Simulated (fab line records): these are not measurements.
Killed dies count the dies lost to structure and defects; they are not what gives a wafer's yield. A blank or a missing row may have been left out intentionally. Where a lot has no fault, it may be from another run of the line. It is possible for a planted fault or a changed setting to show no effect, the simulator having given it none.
Comparing a struck lot with a sound one -- flow gf180mcu -- 44 steps out of a route of 602
Sound: wafers L607.2, L607.4, L607.5. Wafers struck: L612.3, L612.5, L612.6. The cause is given at the end.
At each step with rows: each side's tool, then ch and its chambers, then its first start. Under that, the readings that differ: sound wafers -- struck wafers -- difference of the means -- sigmas: that difference in standard deviations of wafers without a fault.
alike: readings whose means differ by less than 2 such deviations, and words and numbers that are the same on both sides. not compared: withheld readings, readings that some wafer has no value for, bounds like >300 that may hide the same value, and numbers for which the record gives no deviation and whose values overlap.
The two part at a step that has a row with sigmas, a row that says differs or no value, or rows on one side only. When numbers do not overlap yet have no deviation, they are printed without sigmas and do not part them. A reading missing from all wafers of one side parts the sides only when that side holds two or more wafers.

GF_STI_ETCH_14: etches Si in HBr/Cl2/O2, target depth 360 nm, time 102.9 s.
  sound on rie si-01 ch 1,2,3, day 2 01:43; struck on rie si-01 ch 0,2,3, day 3 03:04
  alike: chamber pressure mTorr, drypump motor current A, oes product au, run length s, throttle valve pct
  not compared: rf hours counter h
GF_STI_STRIP_15: strips in O2/N2.
  sound on plasma asher-03 ch 0,1, day 2 01:47; struck on plasma asher-01 ch 0,1, day 3 03:10
reading,sound,struck,difference,sigmas
strip time to endpoint s (s),3.72 3.70 3.69,3.84 3.80 3.73,+0.09,+2
  alike: chamber pressure mTorr, drypump motor current A, heater power w, oes product au
  not compared: rf hours counter h
then, 6 steps without rows for these wafers: GF_STI_CLEAN_16 (cleans in dHF, time 25 s); GF_STI_WET_ETCH_17 (etches Si3N4 in H3PO4, target depth 45 nm, time 514 s); GF_STI_CLEAN_18 (cleans in SC1/SC2, time 150 s); GF_STI_CLEAN_19 (cleans in dHF, time 20 s); GF_STI_WET_ETCH_20 (etches SiO2 in dHF, target depth 20 nm, time 400 s); GF_STI_OXIDATION_21 (stabilise 600 s, purge 300 s, target thk 15 nm).
GF_STI_THK_MEAS_22:
  sound on film metro-02 at day 2 03:22; struck on film metro-01 at day 3 05:36
  alike: STI_OXIDATION_01_THK
then, 1 step without rows for these wafers: GF_STI_CVD_23 (deposits SiO2, target thk 650 nm, time 108.3 s).
GF_STI_THK_MEAS_24:
  sound on film metro-01 at day 2 03:30; struck on film metro-02 at day 3 05:46
  alike: STI_CVD_23_THK
GF_STI_CMP_25: polishes, stops on Si3N4, t overpolish 33 s, target thk 524.6 nm.
  sound on cmp-01 ch 0,2, day 2 03:36; struck on cmp-01 ch 1,2, day 3 05:49
  alike: motor current A, overpolish run s, time to endpoint s
GF_STI_WET_ETCH_26: etches SiO2 in dHF, target depth 94 nm, time 188 s.
  sound on wet bench-01 ch 2, day 2 03:51; struck on wet bench-03 ch 2, day 3 06:07
reading,sound,struck,difference,sigmas
run length s (s),214 214 214,46 46 46,-168,-42
model.SiO2_of_STI_CVD_23.thk nm (nm),430.2 430.3 429.3,514.5 515.1 514.7,+84.8,
model.Si3N4_of_STI_CVD_03.thk nm (nm),151.7 150.9 151.7,161.8 160.1 159.2,+8.9,
then, 3 steps without rows for these wafers: GF_STI_WET_ETCH_27 (etches Si3N4 in H3PO4, target depth 160 nm, time 1825 s); GF_STI_WET_ETCH_28 (etches SiO2 in dHF, target depth 20 nm, time 40 s); GF_STI_OXIDATION_29 (stabilise 600 s, purge 300 s, target thk 10 nm).
GF_STI_THK_MEAS_30:
  sound on film metro-02 at day 2 05:51; struck on film metro-02 at day 3 08:08
reading,sound,struck,difference,sigmas
STI_OXIDATION_02_THK (nm),10.06 10.35 10.56,9.84 9.81 9.92,-0.47,-2
then, 8 steps without rows for these wafers: GF_DNWELL_DEHYDRATE_00 (time 60 s); GF_DNWELL_HMDS_01 (prime time 60 s); GF_DNWELL_COAT_02 (resist thk 3000 nm); GF_DNWELL_SOFTBAKE_03; GF_DNWELL_EXPOSE_04 (exposes mask DNWELL, target cd 1700 nm); GF_DNWELL_PEB_05; GF_DNWELL_DEVELOP_06 (develop time 60 s); GF_DNWELL_IMPLANT_07.
GF_DNWELL_STRIP_08: strips in O2/N2.
  sound on plasma asher-02 ch 0,1, day 2 18:39; struck on plasma asher-04 ch 0,1, day 3 20:20
reading,sound,struck,difference,sigmas
oes product au (a.u.),0.720 0.734 0.728,0.716 0.715 0.718,-0.011,-2
strip time to endpoint s (s),36.87 36.80 36.89,37.07 37.04 37.09,+0.21,+2
  alike: chamber pressure mTorr, drypump motor current A, heater power w
  not compared: rf hours counter h
GF_DNWELL_TW_MEAS_09:
  sound on film metro-03 at day 2 18:46; struck on film metro-04 at day 3 20:26
  alike: DNWELL_TW
then, 7 steps without rows for these wafers: GF_NWELL_DEHYDRATE_00 (time 60 s); GF_NWELL_HMDS_01 (prime time 60 s); GF_NWELL_COAT_02 (resist thk 3000 nm); GF_NWELL_SOFTBAKE_03; GF_NWELL_EXPOSE_04 (exposes mask Nwell, target cd 860 nm); GF_NWELL_PEB_05; GF_NWELL_DEVELOP_06 (develop time 60 s).
GF_NWELL_OVL_MEAS_07:
  sound on overlay-01 at day 3 07:55; struck on overlay-01 at day 4 09:19
  alike: NWELL_OVL
then, 2 steps without rows for these wafers: GF_NWELL_IMPLANT_08; GF_NWELL_IMPLANT_09.
GF_NWELL_STRIP_10: strips in O2/N2.
  sound on plasma asher-01 ch 0,1, day 3 08:14; struck on plasma asher-03 ch 0,1, day 4 09:40
  alike: chamber pressure mTorr, drypump motor current A, heater power w, oes product au, strip time to endpoint s
  not compared: rf hours counter h
GF_NWELL_TW_MEAS_11:
  sound on film metro-03 at day 3 08:21; struck on film metro-03 at day 4 09:46
  alike: NWELL_TW
then, 3 steps without rows for these wafers: GF_LVPWELL_DEHYDRATE_00 (time 60 s); GF_LVPWELL_HMDS_01 (prime time 60 s); GF_LVPWELL_COAT_02 (resist thk 3000 nm).
-- the record jumps here: 12 days lie between the struck wafers' starts before and after (it left off in module LVPWELL and takes up again in module SALICIDE, whose first step shown is number 279 of the route) --
GF_SALICIDE_WET_ETCH_01: etches SiO2 in dHF, target depth 5 nm, time 100 s.
  sound on wet bench-02 ch 0, day 15 00:19; struck on wet bench-02 ch 1, day 16 18:43
reading,sound,struck,difference,sigmas
run length s (s),126 126 126,136 136 136,+10,+2
model.SiO2_of_STI_CVD_23.thk nm (nm),335.5 335.5 334.1,420.1 420.6 420.5,+85.4,
-- the record jumps here: 14 days lie between the struck wafers' starts before and after (it left off in module SALICIDE and takes up again in module PASSIVATION, whose first step shown is number 602 of the route) --
GF_PASSIVATION_PROBE_99:
  rows exist in the record for the struck wafers here (prober-01, day 30 09:41), but not for the sound ones

WHERE THEY PART
First at GF_STI_STRIP_15; last, within this record, at GF_PASSIVATION_PROBE_99.

WHY: what the simulator had put in
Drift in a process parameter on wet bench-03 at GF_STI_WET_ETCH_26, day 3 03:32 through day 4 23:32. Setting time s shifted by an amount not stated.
